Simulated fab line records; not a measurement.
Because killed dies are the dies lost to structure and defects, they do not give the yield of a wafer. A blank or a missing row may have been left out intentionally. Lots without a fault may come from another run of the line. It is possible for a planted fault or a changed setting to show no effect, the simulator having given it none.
Which of the tools did it? + flow gf180mcu + 7 lots, 21 wafers sampled, at 3 steps of a route of 602

WHAT THE GAUGES READ, wafer by wafer
GF_V4_THK_MEAS_03.
| lot  | measured     | on            | V4_CVD_02_THK (nm) |
|------|--------------|---------------|--------------------|
| L305 | day 24 23:14 | film_metro-02 | 830 840 843        |
| L307 | day 25 15:03 | film_metro-03 | 851 837 864        |
| L318 | day 28 23:46 | film_metro-03 | 838 854 860        |
| L320 | day 29 12:17 | film_metro-02 | 844 851 850        |
| L322 | day 30 02:47 | film_metro-02 | 836 836 857        |
| L324 | day 30 13:52 | film_metro-03 | 847 842 851        |

EACH LOT AND THE TOOL THAT RAN IT (in order: tool; ch and the chambers of the sampled wafers; start)
| lot  | GF_M4_SPUTTER_02             | GF_V4_CVD_00                     |
|------|------------------------------|----------------------------------|
| L305 | pvd_sputter-03, day 23 23:55 | hdpcvd-01 ch 0,1,2, day 24 23:02 |
| L307 | pvd_sputter-03, day 24 16:17 | hdpcvd-02 ch 0,1, day 25 14:50   |
| L309 | pvd_sputter-03, day 25 10:02 | hdpcvd-02 ch 0,1,2, day 26 08:03 |
| L318 | pvd_sputter-03, day 28 02:48 | hdpcvd-02 ch 0,2, day 28 23:31   |
| L320 | pvd_sputter-04, day 28 15:58 | hdpcvd-02 ch 0,1,2, day 29 12:05 |
| L322 | pvd_sputter-04, day 29 07:02 | hdpcvd-01 ch 0,2, day 30 02:34   |
| L324 | pvd_sputter-03, day 29 18:10 | hdpcvd-02 ch 0,1,2, day 30 13:40 |
- GF_M4_SPUTTER_02: material AlCu, target thk 450 nm, time 23.9 s.
- GF_V4_CVD_00: deposits SiO2, target thk 600 nm, time 100 s.

THE ANSWER, worked out from the rows above alone
Rule: usual is defined by the lots themselves. Put in order of their means at a reading, lots are off if they are a third of the lots or fewer, leave a main group of 4 or more, and stand apart from it by a gap of 3 or more times the standard deviation of the main group's means; of several such gaps the widest counts. Not used: any main group whose means are identical at the precision the tables above print for the reading. A lot without any number at a reading at which 4 lots or more have one is off too. Where the step has rows for the other lots, those lots are counted as sound.
None of the lots is off at any reading shown; this tells nothing.

WHAT THE SIMULATOR HAD PUT IN
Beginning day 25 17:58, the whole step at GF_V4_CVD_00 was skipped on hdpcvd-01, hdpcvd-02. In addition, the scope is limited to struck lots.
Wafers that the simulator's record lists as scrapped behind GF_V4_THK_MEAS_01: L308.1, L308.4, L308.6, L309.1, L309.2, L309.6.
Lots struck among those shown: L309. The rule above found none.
